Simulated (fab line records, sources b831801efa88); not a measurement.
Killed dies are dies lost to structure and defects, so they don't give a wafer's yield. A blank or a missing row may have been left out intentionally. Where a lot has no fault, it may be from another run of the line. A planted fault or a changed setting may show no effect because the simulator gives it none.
Which of the tools did it? / flow sfqLine / 14 lots with 42 wafers sampled at 3 steps, on a route of 325 steps

== WHAT THE GAUGES SHOWED, per wafer ==
SFQ_M1_OVL_MEAS_911. Usual: M1_OVL typically reads -1 nm, with standard deviation 5.
lot=L919; measured=day 11 09:30; on=overlay-02; M1_OVL (nm)=-5 2 -1; flag=
lot=L922; measured=day 12 05:54; on=overlay-02; M1_OVL (nm)=-1 8 0; flag=
lot=L923; measured=day 12 11:54; on=overlay-01; M1_OVL (nm)=11 13 6; flag=
lot=L924; measured=day 12 13:06; on=overlay-01; M1_OVL (nm)=9 9 9; flag=
lot=L925; measured=day 12 16:42; on=overlay-02; M1_OVL (nm)=0 6 3; flag=
lot=L928; measured=day 13 15:30; on=overlay-01; M1_OVL (nm)=-2 -11 -5; flag=
lot=L929; measured=day 13 19:07; on=overlay-01; M1_OVL (nm)=-9 -6 -7; flag=
lot=L930; measured=day 14 16:54; on=overlay-01; M1_OVL (nm)=-1 1 3; flag=
lot=L931; measured=day 14 15:42; on=overlay-02; M1_OVL (nm)=-3 1 -10; flag=
lot=L932; measured=day 14 21:43; on=overlay-02; M1_OVL (nm)=0 0 -4; flag=
lot=L934; measured=day 15 16:54; on=overlay-01; M1_OVL (nm)=-6 -7 1; flag=
lot=L938; measured=day 17 04:07; on=overlay-02; M1_OVL (nm)=-1 4 6; flag=
lot=L941; measured=day 17 23:19; on=overlay-01; M1_OVL (nm)=3 0 0; flag=
lot=L942; measured=day 18 05:19; on=overlay-02; M1_OVL (nm)=-5 -9 -4; flag=

SFQ_M2_OVL_MEAS_916. Usual: M2_OVL typically reads -3 nm, with standard deviation 4.6.
lot=L919; measured=day 23 07:36; on=overlay-01; M2_OVL (nm)=-4 -1 -4; flag=
lot=L922; measured=day 25 00:05; on=overlay-02; M2_OVL (nm)=-4 -3 -9; flag=
lot=L923; measured=day 25 04:53; on=overlay-01; M2_OVL (nm)=-5 -5 -11; flag=
lot=L924; measured=day 25 08:29; on=overlay-01; M2_OVL (nm)=-12 -4 -4; flag=
lot=L925; measured=day 25 20:29; on=overlay-02; M2_OVL (nm)=-4 -8 -7; flag=
lot=L928; measured=day 27 07:17; on=overlay-01; M2_OVL (nm)=-6 -7 -7; flag=
lot=L929; measured=day 27 13:18; on=overlay-02; M2_OVL (nm)=2 5 3; flag=
lot=L930; measured=day 28 08:24; on=overlay-01; M2_OVL (nm)=-3 -5 -3; flag=
lot=L931; measured=day 28 04:48; on=overlay-02; M2_OVL (nm)=-2 -3 7; flag=
lot=L932; measured=day 28 13:13; on=overlay-02; M2_OVL (nm)=1 -10 1; flag=
lot=L934; measured=day 29 10:48; on=overlay-01; M2_OVL (nm)=-4 -3 -5; flag=
lot=L938; measured=day 30 13:12; on=overlay-02; M2_OVL (nm)=-1 -3 -8; flag=
lot=L941; measured=day 31 23:03; on=overlay-02; M2_OVL (nm)=-11 -8 -6; flag=
lot=L942; measured=day 32 07:27; on=overlay-01; M2_OVL (nm)=-2 -8 -5; flag=

== EACH LOT AND THE TOOL THAT RAN IT (in order: tool; ch and the chambers of the sampled wafers; start) ==
lot=L919; SFQ_TRILAYER_M0_ETCH_METAL_ETCH_024=rieMetal-04 ch 0,1, day 5 20:59
lot=L922; SFQ_TRILAYER_M0_ETCH_METAL_ETCH_024=rieMetal-04 ch 0, day 6 13:53
lot=L923; SFQ_TRILAYER_M0_ETCH_METAL_ETCH_024=rieMetal-03 ch 0,1, day 6 19:47
lot=L924; SFQ_TRILAYER_M0_ETCH_METAL_ETCH_024=rieMetal-04 ch 0, day 7 01:39
lot=L925; SFQ_TRILAYER_M0_ETCH_METAL_ETCH_024=rieMetal-04 ch 0,1, day 7 03:59
lot=L928; SFQ_TRILAYER_M0_ETCH_METAL_ETCH_024=rieMetal-04 ch 0,1, day 8 11:08
lot=L929; SFQ_TRILAYER_M0_ETCH_METAL_ETCH_024=rieMetal-01 ch 0,1, day 8 12:23
lot=L930; SFQ_TRILAYER_M0_ETCH_METAL_ETCH_024=rieMetal-01 ch 0,1, day 8 22:41
lot=L931; SFQ_TRILAYER_M0_ETCH_METAL_ETCH_024=rieMetal-01 ch 0,1, day 9 03:29
lot=L932; SFQ_TRILAYER_M0_ETCH_METAL_ETCH_024=rieMetal-04 ch 0,1, day 9 09:32
lot=L934; SFQ_TRILAYER_M0_ETCH_METAL_ETCH_024=rieMetal-04 ch 0, day 9 21:39
lot=L938; SFQ_TRILAYER_M0_ETCH_METAL_ETCH_024=rieMetal-01 ch 0,1, day 10 17:59
lot=L941; SFQ_TRILAYER_M0_ETCH_METAL_ETCH_024=rieMetal-03 ch 0,1, day 11 11:59
lot=L942; SFQ_TRILAYER_M0_ETCH_METAL_ETCH_024=rieMetal-03 ch 0,1, day 11 16:47
- SFQ_TRILAYER_M0_ETCH_METAL_ETCH_024: etches Nb in Cl2/Ar, stops on SiO2, target depth 240 nm, time 120 s.

== WHAT THE TOOLS THEMSELVES READ (means of the sampled wafers that have a number; where no wafer has one, the mark that the record gives instead) ==
SFQ_TRILAYER_M0_ETCH_METAL_ETCH_024. Usual: drypumpMotorCurrentA 5.4 A, standard deviation 0.45; heBacksideLeakSccm 3.48 sccm, standard deviation 0.28; oesProductAu 0.894 a.u., standard deviation 0.0064.
lot=L919; tool=rieMetal-04; drypumpMotorCurrentA (A)=5.8; heBacksideLeakSccm (sccm)=3.52; oesProductAu (a.u.)=0.897; flag=
lot=L922; tool=rieMetal-04; drypumpMotorCurrentA (A)=5.0; heBacksideLeakSccm (sccm)=3.50; oesProductAu (a.u.)=0.888; flag=
lot=L923; tool=rieMetal-03; drypumpMotorCurrentA (A)=5.4; heBacksideLeakSccm (sccm)=3.27; oesProductAu (a.u.)=0.896; flag=
lot=L924; tool=rieMetal-04; drypumpMotorCurrentA (A)=5.0; heBacksideLeakSccm (sccm)=3.53; oesProductAu (a.u.)=0.888; flag=
lot=L925; tool=rieMetal-04; drypumpMotorCurrentA (A)=5.8; heBacksideLeakSccm (sccm)=3.69; oesProductAu (a.u.)=0.894; flag=
lot=L928; tool=rieMetal-04; drypumpMotorCurrentA (A)=5.8; heBacksideLeakSccm (sccm)=3.56; oesProductAu (a.u.)=0.894; flag=
lot=L929; tool=rieMetal-01; drypumpMotorCurrentA (A)=5.5; heBacksideLeakSccm (sccm)=3.51; oesProductAu (a.u.)=0.896; flag=
lot=L930; tool=rieMetal-01; drypumpMotorCurrentA (A)=5.3; heBacksideLeakSccm (sccm)=3.39; oesProductAu (a.u.)=0.896; flag=
lot=L931; tool=rieMetal-01; drypumpMotorCurrentA (A)=5.5; heBacksideLeakSccm (sccm)=3.35; oesProductAu (a.u.)=0.905; flag=
lot=L932; tool=rieMetal-04; drypumpMotorCurrentA (A)=5.8; heBacksideLeakSccm (sccm)=3.62; oesProductAu (a.u.)=0.889; flag=
lot=L934; tool=rieMetal-04; drypumpMotorCurrentA (A)=5.0; heBacksideLeakSccm (sccm)=3.44; oesProductAu (a.u.)=0.890; flag=
lot=L938; tool=rieMetal-01; drypumpMotorCurrentA (A)=5.6; heBacksideLeakSccm (sccm)=3.40; oesProductAu (a.u.)=0.906; flag=
lot=L941; tool=rieMetal-03; drypumpMotorCurrentA (A)=5.1; heBacksideLeakSccm (sccm)=3.62; oesProductAu (a.u.)=0.898; flag=
lot=L942; tool=rieMetal-03; drypumpMotorCurrentA (A)=5.4; heBacksideLeakSccm (sccm)=3.42; oesProductAu (a.u.)=0.895; flag=

== THE ANSWER, worked out from the rows above alone ==
Rule: take the mean of a lot's wafers that have a number; if it is more than 3 standard deviations from the usual mean, the lot is off. A lot without any number at a reading at which 4 lots or more have one is off too. Where the step has rows for the other lots, those lots are counted as sound. First the gauges in route order, then the tools' own readings, where a lot's mean is used as printed above. At the first step where some lot is off, the reading lying furthest off is the one used; lots without a number count as furthest.
None of the lots is off at any reading shown; this tells nothing.

== WHAT THE SIMULATOR PUT IN ==
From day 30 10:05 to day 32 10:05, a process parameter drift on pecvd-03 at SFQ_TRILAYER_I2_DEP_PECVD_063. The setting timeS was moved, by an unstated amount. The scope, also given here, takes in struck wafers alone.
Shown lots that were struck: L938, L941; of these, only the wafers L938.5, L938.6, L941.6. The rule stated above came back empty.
